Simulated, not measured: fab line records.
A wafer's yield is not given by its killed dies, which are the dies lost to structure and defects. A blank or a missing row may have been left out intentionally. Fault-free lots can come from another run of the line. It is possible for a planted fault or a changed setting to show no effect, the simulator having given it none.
fab line records	flow gf180mcu
[record] lots = 13	wafers = 39	last-day = 34
route steps=602 shown CONTACT@311 V1@339
lots with no fault: from the same line, run without faults
start-h: hours from the record's first day to the start of the lot's first wafer shown	wait-h: how many hours have passed since the lot's step before this one	" identical to the entry in the row above	L1.1+2: a single row standing in for several wafers	- no value, or no start was given	* or withheld: withheld	< > ~ a bound
route shown NAME@n: a module of which the file shows steps, and the number in the route of the first	usual: mean/standard deviation taken from wafers without a fault	same: alike in all rows	chamber/n: place in a boat	sites: each site's reading	_std_site: the values' standard deviation	_edge_site: outer sites' mean less inner sites'	radius-mm: for every site, how far away it sits from the centre of the wafer	mask NAME#n: copy n	behind: the last tool/chamber to shape the wafer	hold: why the lot went on hold/how many hours it stayed there/how the hold came to an end	device: which transistor (n, p or np) failed to switch	end of line: tests run on the same wafers once the route is complete	where a step has no rows: the recipe by itself	killed: count of dies lost to structure and defects at first sort (not the wafer's yield)	map: a wafer's dies, marking killed ones x, the rest . and places with no die _
set.NAME: the run value of the setting; set.NAME@STEP: its run value at that earlier step	model.NAME: the simulator's own value behind a step, which no gauge read
a sample of lots followed through the steps of the route, with each step as a table and each wafer as a row
services: when a tool's chamber went out of use (start-h, in hours from the record's first day, below 0 if earlier), for how many hours, and the reason
[[steps]]
[step GF_CONTACT_CVD_24]
[recipe] material = W	target-thk-nm = 300	time-s = 90.339	temp-c = 400	pressure-torr = 40
[usual] heater-power-w = 866/190	susceptor-temp-C = 399.95/0.21
lot.wafer	tool	chamber	start-h	wait-h	heater-power-w	susceptor-temp-C
L379.1	cvd-w-01	0	356.35	0.0	698	399.68
L379.4	"	1	"	"	1094	400.25
L379.6	"	1	"	"	1110	399.72
L381.2	cvd-w-01	1	376.31	0.0	1085	400.20
L381.4	"	0	"	"	701	399.93
L381.6	"	1	"	"	1081	399.94
L382.2	cvd-w-01	1	385.12	0.0	1101	399.70
L382.4	"	0	"	"	696	399.96
L382.5	"	1	"	"	1119	400.08
L383.2	cvd-w-01	1	392.97	0.0	1096	400.13
L383.3	"	1	"	"	1068	400.03
L383.4	"	0	"	"	687	400.09
L386.2	cvd-w-01	0	433.48	0.0	661	392.66
L386.4	"	1	"	"	1034	392.81
L386.5	"	1	"	"	1072	392.76
L387.1	cvd-w-01	0	440.12	0.0	664	392.64
L387.2	"	1	"	"	1032	392.92
L387.6	"	1	"	"	1072	393.14
L396.1	cvd-w-02	0	519.31	0.0	875	399.89
L396.2	"	1	"	"	647	399.95
L396.5	"	1	"	"	637	400.15
L397.1	cvd-w-01	1	519.35	0.0	1118	400.23
L397.3	"	0	"	"	697	400.28
L397.4	"	1	"	"	1110	399.92
L398.1	cvd-w-01	0	526.09	0.0	712	399.49
L398.2	"	1	"	"	1097	400.16
L398.6	"	1	"	"	1101	399.96
L399.1	cvd-w-01	0	532.49	0.0	693	399.60
L399.3	"	1	"	"	1087	399.85
L399.6	"	1	"	"	1103	399.94
L400.2	cvd-w-01	0	540.92	0.1	705	399.85
L400.3	"	0	"	"	712	399.57
L400.5	"	0	"	"	700	400.02
L401.1	cvd-w-01	0	548.06	0.0	701	400.18
L401.3	"	1	"	"	1078	400.08
L401.4	"	0	"	"	697	400.18
L402.2	cvd-w-02	1	557.30	0.0	644	400.13
L402.4	"	0	"	"	922	399.89
L402.6	"	1	"	"	654	399.91
[step GF_CONTACT_RS_MEAS_25]
[recipe] thk-meas-gauge = four-point-probe	reads = W_of_CONTACT_CVD_24+TiN_of_CONTACT_SPUTTER_23+Ti_of_CONTACT_SPUTTER_22
[usual] CONTACT_W_RS = 0.387/0.0064
lot.wafer	tool	chamber	start-h	wait-h	CONTACT_W_RS[ohm/sq]
L379.1	film-metro-03	-	356.45	0.1	0.386
L379.4	"	-	"	"	0.385
L379.6	"	-	"	"	0.382
L381.2	film-metro-04	-	376.43	0.1	0.385
L381.4	"	-	"	"	0.390
L381.6	"	-	"	"	0.389
L382.2	film-metro-01	-	385.24	0.1	0.385
L382.4	"	-	"	"	0.397
L382.5	"	-	"	"	0.385
L383.2	film-metro-04	-	393.09	0.1	0.381
L383.3	"	-	"	"	0.379
L383.4	"	-	"	"	0.387
L386.2	film-metro-03	-	433.60	0.1	0.457
L386.4	"	-	"	"	0.451
L386.5	"	-	"	"	0.453
L387.1	film-metro-03	-	440.22	0.1	0.449
L387.2	"	-	"	"	0.440
L387.6	"	-	"	"	0.440
L396.1	film-metro-01	-	519.41	0.1	0.381
L396.2	"	-	"	"	0.374
L396.5	"	-	"	"	0.370
L397.1	film-metro-04	-	519.47	0.1	0.392
L397.3	"	-	"	"	0.393
L397.4	"	-	"	"	0.389
L398.1	film-metro-01	-	526.19	0.1	0.392
L398.2	"	-	"	"	0.387
L398.6	"	-	"	"	0.384
L399.1	film-metro-01	-	532.59	0.1	0.400
L399.3	"	-	"	"	0.387
L399.6	"	-	"	"	0.390
L400.2	film-metro-04	-	541.11	0.2	0.385
L400.3	"	-	"	"	0.383
L400.5	"	-	"	"	0.387
L401.1	film-metro-01	-	548.16	0.1	0.393
L401.3	"	-	"	"	0.385
L401.4	"	-	"	"	0.390
L402.2	film-metro-01	-	557.42	0.1	0.369
L402.4	"	-	"	"	0.383
L402.6	"	-	"	"	0.371
[step GF_CONTACT_THK_MEAS_26]
[recipe] thk-meas-gauge = xrf	reads = W_of_CONTACT_CVD_24
[usual] CONTACT_W_THK = 301/5.4
lot.wafer	tool	chamber	start-h	wait-h	CONTACT_W_THK[nm]
L379.1	film-metro-03	-	356.57	0.1	303
L379.4	"	-	"	"	303
L379.6	"	-	"	"	306
L381.2	film-metro-04	-	376.54	0.1	300
L381.4	"	-	"	"	298
L381.6	"	-	"	"	299
L382.2	film-metro-01	-	385.35	0.1	301
L382.4	"	-	"	"	289
L382.5	"	-	"	"	299
L383.2	film-metro-04	-	393.20	0.1	303
L383.3	"	-	"	"	305
L383.4	"	-	"	"	298
L386.2	film-metro-03	-	433.71	0.1	256
L386.4	"	-	"	"	258
L386.5	"	-	"	"	256
L387.1	film-metro-03	-	440.34	0.1	260
L387.2	"	-	"	"	265
L387.6	"	-	"	"	264
L396.1	film-metro-01	-	519.53	0.1	305
L396.2	"	-	"	"	310
L396.5	"	-	"	"	315
L397.1	film-metro-04	-	519.59	0.1	294
L397.3	"	-	"	"	292
L397.4	"	-	"	"	297
L398.1	film-metro-01	-	526.31	0.1	297
L398.2	"	-	"	"	298
L398.6	"	-	"	"	302
L399.1	film-metro-01	-	532.71	0.1	291
L399.3	"	-	"	"	302
L399.6	"	-	"	"	298
L400.2	film-metro-04	-	541.22	0.1	302
L400.3	"	-	"	"	303
L400.5	"	-	"	"	300
L401.1	film-metro-01	-	548.28	0.1	294
L401.3	"	-	"	"	302
L401.4	"	-	"	"	300
L402.2	film-metro-01	-	557.53	0.1	317
L402.4	"	-	"	"	303
L402.6	"	-	"	"	313
[step GF_V1_CMP_04]
[recipe] material = SiO2	down-force-psi = 4	platen-rpm = 60	pad-velocity-m-s = 0.94248
[usual] motor-current-A = 13.0/1.3	time-to-endpoint-s = 80/6.1
lot.wafer	tool	chamber	start-h	wait-h	motor-current-A	time-to-endpoint-s
L379.4	cmp-02	0	380.21	0.0	13.2	88
L379.1	"	1	"	"	11.4	76
L379.6	"	1	"	"	11.1	83
L381.2	cmp-02	1	400.77	0.1	11.5	85
L381.4	"	2	"	"	12.4	95
L381.6	"	0	"	"	13.3	89
L382.2	cmp-02	3	410.01	0.0	15.0	75
L382.4	"	2	"	"	13.3	82
L382.5	"	0	"	"	12.7	82
L383.2	cmp-01	2	417.47	0.1	14.4	80
L383.3	"	3	"	"	13.9	83
L383.4	"	0	"	"	11.9	89
L386.4	cmp-01	2	459.21	0.1	13.3	78
L386.2	"	3	"	"	13.3	80
L386.5	"	2	"	"	13.7	80
L387.1	cmp-01	1	466.59	0.1	13.2	72
L387.2	"	2	"	"	13.6	84
L387.6	"	1	"	"	13.3	79
L396.1	cmp-02	1	544.40	0.1	11.5	75
L396.2	"	3	"	"	14.4	77
L396.5	"	1	"	"	11.5	83
L397.1	cmp-02	1	544.75	0.2	11.6	65
L397.3	"	2	"	"	12.4	73
L397.4	"	3	"	"	15.3	74
L398.1	cmp-01	2	551.65	0.1	13.9	78
L398.2	"	3	"	"	12.9	85
L398.6	"	1	"	"	14.0	85
L399.3	cmp-02	0	556.73	0.1	12.7	75
L399.1	"	1	"	"	11.2	73
L399.6	"	3	"	"	15.6	76
L400.3	cmp-02	2	565.66	0.0	12.4	79
L400.2	"	1	"	"	11.8	79
L400.5	"	2	"	"	12.8	91
L401.3	cmp-02	1	575.40	3.4	11.9	76
L401.1	"	2	"	"	11.7	72
L401.4	"	3	"	"	15.0	73
L402.4	cmp-01	1	581.65	0.1	13.0	78
L402.2	"	3	"	"	13.4	75
L402.6	"	0	"	"	10.9	87
[step GF_V1_CD_MEAS_14]
[recipe] target-cd-nm = 260
[usual] cd-nm = 260.0/1.3
lot.wafer	tool	chamber	start-h	wait-h	cd-nm
L379.1	cd-sem-01	-	403.37	0.1	262.5
L379.4	"	-	"	"	261.9
L379.6	"	-	"	"	263.4
L381.2	cd-sem-02	-	424.48	0.2	261.3
L381.4	"	-	"	"	260.9
L381.6	"	-	"	"	261.2
L382.2	cd-sem-02	-	434.51	0.1	260.2
L382.4	"	-	"	"	261.3
L382.5	"	-	"	"	260.5
L383.2	cd-sem-02	-	441.51	0.1	258.8
L383.3	"	-	"	"	259.4
L383.4	"	-	"	"	259.9
L386.2	cd-sem-01	-	483.51	0.1	260.0
L386.4	"	-	"	"	260.0
L386.5	"	-	"	"	258.9
L387.1	cd-sem-02	-	489.42	0.1	259.9
L387.2	"	-	"	"	260.2
L387.6	"	-	"	"	261.6
L396.1	cd-sem-01	-	566.82	0.1	258.1
L396.2	"	-	"	"	258.8
L396.5	"	-	"	"	257.8
L397.1	cd-sem-02	-	567.47	0.1	261.4
L397.3	"	-	"	"	260.6
L397.4	"	-	"	"	260.6
L398.1	cd-sem-02	-	574.72	0.1	260.9
L398.2	"	-	"	"	260.8
L398.6	"	-	"	"	260.9
L399.1	cd-sem-02	-	579.24	0.1	261.3
L399.3	"	-	"	"	262.1
L399.6	"	-	"	"	263.1
L400.2	cd-sem-01	-	586.71	0.1	259.1
L400.3	"	-	"	"	258.6
L400.5	"	-	"	"	259.7
L401.1	cd-sem-01	-	595.94	0.1	261.9
L401.3	"	-	"	"	262.2
L401.4	"	-	"	"	263.0
L402.2	cd-sem-01	-	603.64	0.1	260.3
L402.4	"	-	"	"	259.4
L402.6	"	-	"	"	260.6
[step GF_V1_SPUTTER_21]
[recipe] material = Ti	target-thk-nm = 15	chamber-pressure-pa = 5	power-w = 2500	substrate-temp-c = 200	time-s = 80.02
[usual] substrate-temp-c = 200.01/0.16	throttle-valve-pct = 30.0/0.97
lot.wafer	tool	chamber	start-h	wait-h	substrate-temp-c	throttle-valve-pct
L379.1	pvd-sputter-01	-	404.19	0.0	200.10	31.4
L379.4	"	-	"	"	199.77	29.4
L379.6	"	-	"	"	199.99	28.7
L381.2	pvd-sputter-04	-	425.32	0.0	199.94	31.0
L381.4	"	-	"	"	199.83	28.6
L381.6	"	-	"	"	199.95	30.7
L382.2	pvd-sputter-02	-	435.32	0.0	199.74	29.5
L382.4	"	-	"	"	200.00	29.3
L382.5	"	-	"	"	199.91	29.2
L383.2	pvd-sputter-04	-	442.34	0.0	199.80	29.0
L383.3	"	-	"	"	200.05	31.5
L383.4	"	-	"	"	200.13	31.1
L386.2	pvd-sputter-02	-	484.31	0.0	199.95	29.3
L386.4	"	-	"	"	200.12	29.7
L386.5	"	-	"	"	199.95	29.3
L387.1	pvd-sputter-04	-	490.25	0.0	200.00	28.7
L387.2	"	-	"	"	200.05	30.9
L387.6	"	-	"	"	199.95	31.2
L396.1	pvd-sputter-02	-	567.65	0.0	199.74	29.8
L396.2	"	-	"	"	200.13	28.6
L396.5	"	-	"	"	200.01	29.4
L397.1	pvd-sputter-04	-	568.30	0.0	200.46	30.8
L397.3	"	-	"	"	199.98	30.9
L397.4	"	-	"	"	199.93	30.7
L398.1	pvd-sputter-04	-	575.57	0.0	200.08	31.1
L398.2	"	-	"	"	200.09	31.0
L398.6	"	-	"	"	199.80	31.0
L399.1	pvd-sputter-01	-	580.07	0.0	199.81	28.9
L399.3	"	-	"	"	200.13	29.4
L399.6	"	-	"	"	200.11	29.6
L400.2	pvd-sputter-04	-	587.51	0.0	199.85	31.0
L400.3	"	-	"	"	199.67	31.0
L400.5	"	-	"	"	199.85	30.9
L401.1	pvd-sputter-02	-	596.77	0.0	199.79	29.6
L401.3	"	-	"	"	200.16	29.3
L401.4	"	-	"	"	199.80	28.7
L402.2	pvd-sputter-04	-	604.50	0.0	200.24	31.1
L402.4	"	-	"	"	199.93	30.8
L402.6	"	-	"	"	200.27	30.9
[[services]]
tool	chamber	start-h	hours	kind
cmp-02	-	349.13	1.4	repair
pvd-sputter-04	-	354.02	1.0	repair
cmp-02	-	355.91	1.8	repair
cmp-01	-	365.19	4.2	pm
cmp-02	-	376.40	3.5	pm
cvd-w-02	-	390.00	14.0	pm
cmp-02	-	404.25	4.0	pm
cmp-02	-	422.86	2.8	repair
pvd-sputter-02	-	449.58	3.6	repair
pvd-sputter-02	-	465.84	12.9	repair
pvd-sputter-04	-	515.99	0.7	repair
cmp-02	-	516.30	0.8	repair
pvd-sputter-02	-	521.81	5.0	repair
cmp-01	-	534.21	2.7	repair
cvd-w-01	1	536.96	5.5	repair
cmp-01	-	538.77	2.3	repair
cmp-01	-	542.53	2.7	repair
cvd-w-01	1	554.65	6.9	repair
cvd-w-01	-	567.73	1.3	repair
cvd-w-01	0	572.22	5.7	repair
cmp-01	-	572.25	4.0	pm
pvd-sputter-02	-	580.21	3.0	repair
pvd-sputter-02	-	597.04	2.7	repair
pvd-sputter-04	-	601.19	1.1	repair
[[key]]
[first-sign] step = GF_CONTACT_CVD_24	reading = susceptor-temp-C	direction = down	sigmas = 34	usual = *	struck = *
[effect] step = GF_CONTACT_RS_MEAS_25	reading = CONTACT_W_RS	direction = up	sigmas = 9.7	usual = 0.387	struck = 0.448
[effect] step = GF_CONTACT_THK_MEAS_26	reading = CONTACT_W_THK	direction = down	sigmas = 7.6	usual = 301	struck = 260
met-at GF_CONTACT_CVD_24
struck-lots L386,L387
tester-left-out L386,L387
not-acting-at GF_V1_CMP_04,GF_V1_CD_MEAS_14,GF_V1_SPUTTER_21
onset-between 392.97 433.48
[fault] kind = process-parameter-drift	tool = cvd-w-01	chamber = -	onset-h = 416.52	steps = GF_CONTACT_CVD_24	channel = temp-c	offset = *	shape = step	end-h = 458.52	acts-in = *	stated = *
// tester-left-out: of these lots the tester's yield and bins aren't shown, on N5 and GAA mostly nor the transistor test; their killed dies are dies lost to structure and defects alone, not to doping, threshold or leakage, so they don't give the yield
